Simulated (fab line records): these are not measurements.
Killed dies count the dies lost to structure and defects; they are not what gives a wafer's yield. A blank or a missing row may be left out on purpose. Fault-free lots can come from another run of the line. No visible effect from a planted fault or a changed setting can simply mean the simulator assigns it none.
Matching of chambers	flow sky130	SKY_VIA4_HDPCVD_00 on hdpcvd-01: 3 sister chambers
The step deposits SiO2, target thk 1750 nm, time 291.7 s. 6 wafers are shown with their chamber, then 7 later ones without.

## WAFERS WITH THEIR CHAMBER
wafer	chamber	run-length-s (s)
L985.2	0	320.2
L985.6	2	320.4
L987.2	0	320.6
L990.2	2	320.9
L990.3	1	318.6
L990.4	1	319.2

## WAFERS WHOSE CHAMBER IS MISSING
wafer	run-length-s (s)
L991.1	320.3
L991.3	318.4
L991.5	318.8
L998.2	319.2
L998.6	320.8
L999.6	318.4
L100.3	318.8

## WHICH CHAMBER EACH WENT THROUGH
wafer	from the rows above	in truth
L991.1	can't be placed: 0 or 2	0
L991.3	1	1
L991.5	1	1
L998.2	1	1
L998.6	can't be placed: 2 or 0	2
L999.6	1	1
L100.3	1	1
Placed correctly: 5 of 7. Cannot be placed on the basis of these rows: 2; the candidates contain the true chamber in 2. Placed wrongly: 0.
How it was worked out, from the rows above alone: a wafer's distance from a chamber is the root of the sum, over the readings, of the square of ((its reading less the chamber's mean) divided by the reading's scatter). If the next closest chamber is less than 2 further off than the closest, the wafer can't be placed; otherwise it belongs to the closest. Each chamber's mean is taken over the wafers shown for it. How the scatter is found: for the shown wafers, subtract from each reading the mean of its chamber, square and add these, divide the total by (wafers less chambers), then take the root.
